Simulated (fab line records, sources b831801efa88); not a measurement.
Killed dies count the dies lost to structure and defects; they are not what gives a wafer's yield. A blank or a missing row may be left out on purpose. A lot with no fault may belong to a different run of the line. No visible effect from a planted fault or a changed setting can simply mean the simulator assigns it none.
Which tool was responsible? + flow sky130 + 15 lots with 45 wafers sampled at 2 steps, on a route of 708 steps

== WHAT THE GAUGES SHOWED, per wafer ==
SKY_VIA3_CD_MEAS_12: target cd 200 nm. Usual: cd-nm 199.9 nm, standard deviation 1.5.
| lot  | measured     | on        | cd-nm (nm)        | flag |
|------|--------------|-----------|-------------------|------|
| L719 | day 40 05:23 | cd-sem-02 | 200.6 201.1 201.8 |      |
| L720 | day 40 22:13 | cd-sem-02 | 198.9 199.4 200.0 |      |
| L721 | day 41 01:30 | cd-sem-02 | 199.6 200.0 199.0 |      |
| L725 | day 41 20:59 | cd-sem-01 | 200.3 200.6 201.1 |      |
| L724 | day 41 23:03 | cd-sem-02 | 200.3 199.9 198.8 |      |
| L726 | day 42 10:25 | cd-sem-02 | 201.3 202.1 200.6 |      |
| L727 | day 42 15:26 | cd-sem-01 | 199.0 200.2 199.6 |      |
| L728 | day 42 19:37 | cd-sem-01 | 201.4 200.1 199.8 |      |
| L729 | day 43 07:40 | cd-sem-01 | 203.9 203.9 203.5 |      |
| L730 | day 43 13:50 | cd-sem-02 | 202.1 201.8 200.8 |      |
| L736 | day 45 03:53 | cd-sem-02 | 198.4 198.9 198.0 |      |
| L737 | day 45 05:11 | cd-sem-01 | 198.1 198.3 198.0 |      |
| L739 | day 45 17:09 | cd-sem-02 | 201.1 199.6 199.1 |      |
| L740 | day 45 21:43 | cd-sem-02 | 201.1 199.7 200.0 |      |
| L741 | day 45 23:10 | cd-sem-02 | 202.5 202.4 200.8 |      |

== TOOL THAT RAN EACH LOT (tool first, then ch and the chambers of the sampled wafers, then the start) ==
| lot  | SKY_METAL3_SPUTTER_03        |
|------|------------------------------|
| L719 | pvd-sputter-03, day 36 22:21 |
| L720 | pvd-sputter-02, day 37 16:13 |
| L721 | pvd-sputter-01, day 37 19:20 |
| L725 | pvd-sputter-01, day 38 18:23 |
| L724 | pvd-sputter-01, day 38 18:59 |
| L726 | pvd-sputter-01, day 39 07:20 |
| L727 | pvd-sputter-01, day 39 12:19 |
| L728 | pvd-sputter-01, day 39 16:56 |
| L729 | pvd-sputter-03, day 40 08:42 |
| L730 | pvd-sputter-03, day 40 11:58 |
| L736 | pvd-sputter-02, day 42 05:17 |
| L737 | pvd-sputter-03, day 42 05:29 |
| L739 | pvd-sputter-01, day 42 20:24 |
| L740 | pvd-sputter-02, day 43 00:16 |
| L741 | pvd-sputter-02, day 43 02:15 |
- SKY_METAL3_SPUTTER_03: material Ti, target thk 5 nm, time 3.3 s.

== WHAT THE TOOLS THEMSELVES READ (means of the sampled wafers that have a number; where no wafer has one, the mark that the record gives instead) ==
SKY_METAL3_SPUTTER_03. Usual: cathode-dc-power-W 3000.0 W, standard deviation 0.56; chamber-pressure-pa 0.4000 Pa, standard deviation 0.00079; throttle-valve-pct 30.0 %, standard deviation 1.3.
| lot  | tool           | cathode-dc-power-W (W) | chamber-pressure-pa (Pa) | throttle-valve-pct (%) | flag |
|------|----------------|------------------------|--------------------------|------------------------|------|
| L719 | pvd-sputter-03 | 3000.1                 | 0.3996                   | 29.3                   |      |
| L720 | pvd-sputter-02 | 2999.8                 | 0.3996                   | 29.5                   |      |
| L721 | pvd-sputter-01 | 3000.1                 | 0.4004                   | 30.1                   |      |
| L725 | pvd-sputter-01 | 3000.5                 | 0.3996                   | 30.9                   |      |
| L724 | pvd-sputter-01 | 2999.8                 | 0.4000                   | 31.0                   |      |
| L726 | pvd-sputter-01 | 3000.6                 | 0.4001                   | 30.9                   |      |
| L727 | pvd-sputter-01 | 3000.3                 | 0.3997                   | 30.0                   |      |
| L728 | pvd-sputter-01 | 2999.7                 | 0.4006                   | 30.2                   |      |
| L729 | pvd-sputter-03 | 3000.4                 | 0.3992                   | 29.3                   |      |
| L730 | pvd-sputter-03 | 2999.9                 | 0.3997                   | 29.6                   |      |
| L736 | pvd-sputter-02 | 3000.1                 | 0.4002                   | 30.4                   |      |
| L737 | pvd-sputter-03 | 3000.3                 | 0.3996                   | 29.7                   |      |
| L739 | pvd-sputter-01 | 2999.9                 | 0.3995                   | 30.1                   |      |
| L740 | pvd-sputter-02 | 3000.2                 | 0.3998                   | 29.5                   |      |
| L741 | pvd-sputter-02 | 3000.3                 | 0.4007                   | 29.5                   |      |

== THE ANSWER, worked out from the rows above alone ==
Rule: lot off if the mean of its wafers having a number is beyond 3 standard deviations from the usual mean. A lot without any number at a reading at which 4 lots or more have one is off too. Where the step has rows for the other lots, those lots are counted as sound. After the gauges, taken in route order, come the tools' own readings; for these a lot's mean is taken, as printed above. The first step at which some lot is off is used, and at that step the reading that is off furthest; a lot without a number counts as furthest.
Across all readings shown, no lot is off: no conclusion can be drawn from this.

== WHAT HAD BEEN PUT IN BY THE SIMULATOR ==
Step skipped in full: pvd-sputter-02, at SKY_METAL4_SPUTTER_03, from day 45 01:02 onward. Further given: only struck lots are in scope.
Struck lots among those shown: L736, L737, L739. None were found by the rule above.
